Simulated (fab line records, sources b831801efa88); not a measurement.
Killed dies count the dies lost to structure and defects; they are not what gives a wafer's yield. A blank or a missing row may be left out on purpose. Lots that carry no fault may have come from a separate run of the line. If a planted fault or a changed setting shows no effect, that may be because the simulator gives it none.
Struck lot and sound lot, side by side -- flow sky130 -- 36 steps out of a route of 708
Sound: the wafers L174.1, L174.3, L174.5. Wafers struck: L159.2, L159.3, L159.5. The cause is named last.
At each step with rows: each side's tool, then ch and its chambers, then its first start. Under that, the readings that differ: sound wafers -- struck wafers -- difference of the means -- sigmas: that difference in standard deviations of wafers without a fault.
alike: a reading whose means differ by less than 2 such deviations, as well as words and numbers matching on both sides. not compared: withheld readings; readings where some wafer has no value; bounds like >300 that might hide an equal value; numbers whose values overlap and for which the record gives no deviation.
The two part at a step that has a row with sigmas, a row that says differs or no value, or rows on one side only. When numbers do not overlap yet have no deviation, they are printed without sigmas and do not part them. Lack of a reading on every wafer of one side parts them only where that side has two or more wafers.

first, 10 steps without rows for these wafers: SKY_POLY_CUT_ETCH_10 (etches BARC in N2/H2, stops on SiO2, time 45.9 s, target depth 60 nm); SKY_POLY_CUT_ETCH_11 (etches Si3N4 in CF4/CH2F2/Ar, stops on poly-Si, time 42.5 s, target depth 60 nm); SKY_POLY_CUT_STRIP_12 (strips in O2/N2); SKY_SD_P_DEHYDRATE_00 (time 60 s); SKY_SD_P_HMDS_01 (prime time 60 s); SKY_SD_P_COAT_02 (resist thk 1140 nm); SKY_SD_P_SOFTBAKE_03 (time 60 s); SKY_SD_P_EXPOSE_04 (exposes mask PSDM, target cd 380 nm); SKY_SD_P_PEB_05; SKY_SD_P_DEVELOP_06 (develop time 60 s).
SKY_SD_P_IMPLANT_09:
  sound on implanter-02 ch 0, day 33 01:07; struck on implanter-02 ch 0, day 28 16:37
reading,sound,struck,difference,sigmas
beamEnergyKeV,20.000 20.001 20.000,17.821 17.821 17.817,-2.181,-99 or more
model.implant.rpNm (nm),17.65 17.65 17.65,15.85 15.85 15.85,-1.80,
model.implant.drpNm (nm),9.746 9.746 9.746,8.985 8.985 8.985,-0.761,
SKY_SD_P_STRIP_10: strips in O2/N2.
  sound on plasmaAsher-02 ch 0,1, day 33 01:16; struck on plasmaAsher-02 ch 0, day 28 16:44
reading,sound,struck,difference,sigmas
oesProductAu (a.u.),0.616 0.618 0.613,0.630 0.625 0.630,+0.013,+3
stripTimeToEndpointS (s),17.50 17.43 17.47,17.07 17.05 17.07,-0.40,-9
  alike: chamberPressureMTorr, drypumpMotorCurrentA
  not compared: rfHoursCounterH
SKY_SD_P_TW_MEAS_11:
  sound on filmMetro-03, day 33 01:22; struck on filmMetro-04, day 28 16:51
reading,sound,struck,difference,sigmas
SD_P_TW,2800 2807 2813,2681 2678 2681,-127,-5
then, 21 steps without rows for these wafers: SKY_RES_XHIGH_DEHYDRATE_00 (time 60 s); SKY_RES_XHIGH_HMDS_01 (prime time 60 s); SKY_RES_XHIGH_COAT_02 (resist thk 1140 nm); SKY_RES_XHIGH_SOFTBAKE_03 (time 60 s); SKY_RES_XHIGH_EXPOSE_04 (exposes mask URPM, target cd 1270 nm); SKY_RES_XHIGH_PEB_05; SKY_RES_XHIGH_DEVELOP_06 (develop time 60 s); SKY_RES_XHIGH_IMPLANT_07; SKY_RES_XHIGH_STRIP_08 (strips in O2/N2); SKY_SD_N_DEHYDRATE_00 (time 60 s); SKY_SD_N_HMDS_01 (prime time 60 s); SKY_SD_N_COAT_02 (resist thk 1140 nm); SKY_SD_N_SOFTBAKE_03 (time 60 s); SKY_SD_N_EXPOSE_04 (exposes mask NSDM, target cd 380 nm); SKY_SD_N_PEB_05; SKY_SD_N_DEVELOP_06 (develop time 60 s); SKY_SD_N_IMPLANT_09; SKY_SD_N_IMPLANT_10; SKY_SD_N_STRIP_11 (strips in O2/N2); SKY_SD_N_CLEAN_13 (cleans in SC1/SC2, time 150 s); SKY_SD_N_RTA_14 (time 2 s).
-- the record jumps here: 2 days lie between the struck wafers' starts before and after --
SKY_SD_N_RS_MEAS_17: uses a four-point probe to measure.
  sound on filmMetro-04, day 35 05:31; struck on filmMetro-04, day 31 00:58
reading,sound,struck,difference,sigmas
SD_P_RS (ohm/sq),147.15 147.49 147.56,155.19 155.58 154.92,+7.83,+27
-- here the record skips 17 days between the struck wafers' starts before and after, leaving off in module SD_N and picking up in module PAD_OPEN (first step shown: number 708 of the route) --
SKY_PAD_OPEN_PROBE_99:
  sound on prober-02, day 50 19:55; struck on prober-01, day 48 03:59
reading,sound,struck,difference,sigmas
model.etest.resPdiff.lineOhmUm,1360 1356 1361,1463 1441 1401,+76,
model.etest.resPdiffHv.rsOhmSq,193.7 192.3 192.5,201.9 203.4 201.7,+9.5,
model.etest.resPdiff.rsOhmSq,199.4 196.8 197.3,208.8 209.9 208.6,+11.3,
  alike: killed_at_M0_to_M3, killed_at_M4_up, killedAtContacts, killedAtFrontEnd, killedAtOther, killedDies, killedOpen, killedShort

## WHERE THEY PART
Earliest at SKY_SD_P_IMPLANT_09; latest, in this record, at SKY_SD_N_RS_MEAS_17. Later steps at which nothing parts them and some readings are alike: SKY_PAD_OPEN_PROBE_99.

WHY: the cause the simulator had injected
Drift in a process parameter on implanter-02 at SKY_SD_P_IMPLANT_09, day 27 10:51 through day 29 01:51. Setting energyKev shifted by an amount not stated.
